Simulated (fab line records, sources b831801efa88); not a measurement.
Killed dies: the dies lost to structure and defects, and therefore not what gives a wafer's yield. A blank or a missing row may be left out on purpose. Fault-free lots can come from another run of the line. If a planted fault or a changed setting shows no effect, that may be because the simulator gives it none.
Code-filled problem report in 8D (eight disciplines) form :: flow gf180mcu :: the parts of the form that need people (team, actions taken, sign-off) are left out

## 1. PROBLEM STATEMENT
M3_ALCU_RS at GF_M3_RS_MEAS_05 reads a mean of 0.0426 ohm/sq on 9 wafers of 3 lots; wafers without a fault read 0.0697 ohm/sq with a standard deviation of 0.00075. Relative to the usual mean, that is a shift of -36 standard deviations.
The step: measures by four-point-probe.
The first sign was on wafer L866.1 at day 25 00:16, on film metro-02. The record has a number at this step for 33 wafers belonging to 11 lots. By rule, "out" or "out of limits" means more than 4 standard deviations away from the usual mean. The rest of the wafers with a number are treated as sound.

## 2. WHAT IT IS AND WHAT IT IS NOT
question: which readings at this step
is: M3_ALCU_RS
is not: -

question: which lots
is: L866, L867, L869
is not: L857, L859, L861, L863, L865, L872, L874, L875

question: which wafers of those lots
is: all that have a number
is not: -

question: read on which gauges
is: film metro-01, film metro-02
is not: film metro-04

question: when
is: from day 25 00:16
is not: up to then (15 sound wafers); but 9 sound wafers of L872, L874, L875 came after

## 3. THE SUSPECTS, EACH WITH WHAT RULES IT OUT
Counting: a tool at any process step up to the reading remains a suspect when it ran all the lots that are out and ran no sound lot after the first of those.
- the gauge at GF_M3_RS_MEAS_05: ruled out. The wafers that are out were read on 2 gauges (film metro-01, film metro-02).
- pvd sputter-01 at GF_M3_SPUTTER_02 (material AlCu, target thk 450 nm, time 23.9 s): kept. It ran every lot that is out, first L866 (day 25 00:11), and no sound lot after that; its last sound lot up to then is L863 (day 24 04:44).
After counting, what remains is pvd sputter-01 at GF_M3_SPUTTER_02.

## 4. THE CAUSE (what the simulator had put in)
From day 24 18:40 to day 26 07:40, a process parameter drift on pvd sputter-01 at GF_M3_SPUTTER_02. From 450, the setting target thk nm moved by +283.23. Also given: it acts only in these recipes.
After counting, this tool was the only one left.

## 5. THE EFFECT CHAIN, in route order
One row per reading whose mean, taken over the struck wafers that have a number, lies over 3 standard deviations from the usual. Readings are gone through only where the record gives a usual standard deviation; hours: the median, over the lots, of the time from a lot's start at the first step in this table giving one to that lot's start at this step; sigmas: the change measured in usual standard deviations.
hours: 0
step: GF_M3_RS_MEAS_05
reading: M3_ALCU_RS
usual: 0.0697 ohm/sq
on struck wafers: 0.0426
change: -0.0271
sigmas: -36

hours: 0
step: GF_M3_THK_MEAS_06
reading: M3_ALCU_THK
usual: 445 nm
on struck wafers: 728
change: +283
sigmas: +57

hours: 184
step: GF_PASSIVATION_PROBE_99
reading: defect limited yield
usual: 90.2 %
on struck wafers: 0.0
change: -90.2
sigmas: -64

hours: 184
step: GF_PASSIVATION_PROBE_99
reading: killed_at_M0_to_M3
usual: 21
on struck wafers: 463
change: +442
sigmas: +99 or more

hours: 184
step: GF_PASSIVATION_PROBE_99
reading: killed dies
usual: 48
on struck wafers: 492
change: +444
sigmas: +64

hours: 184
step: GF_PASSIVATION_PROBE_99
reading: killed on rim
usual: 9.4
on struck wafers: 96.0
change: +86.6
sigmas: +30

hours: 184
step: GF_PASSIVATION_PROBE_99
reading: sort_bin_3_pad_short
usual: 0.5 %
on struck wafers: 90.5
change: +90.0
sigmas: +99 or more

hours: 184
step: GF_PASSIVATION_PROBE_99
reading: sort n pass
usual: 444
on struck wafers: 0
change: -444
sigmas: -64

hours: 184
step: GF_PASSIVATION_PROBE_99
reading: sort yield pct
usual: 90.2 %
on struck wafers: 0.0
change: -90.2
sigmas: -64
It contains these process steps:
- GF_PASSIVATION_PROBE_99

## 6. WHAT WOULD HAVE CAUGHT IT SOONER
The first out-of-limits reading at a measuring or inspecting step in this record came at day 25 00:16, 6 hours after the fault's start at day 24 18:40.
Of the tool readings at GF_M3_SPUTTER_02 for which the record gives a usual standard deviation, none was out on any struck wafer, so an alarm limit of 4 standard deviations on them would not have fired.
Of the lots that are out (3), L867, L869 began GF_M3_SPUTTER_02 on pvd sputter-01 after day 25 00:16. A hold on the tool at that time would have spared those 2.
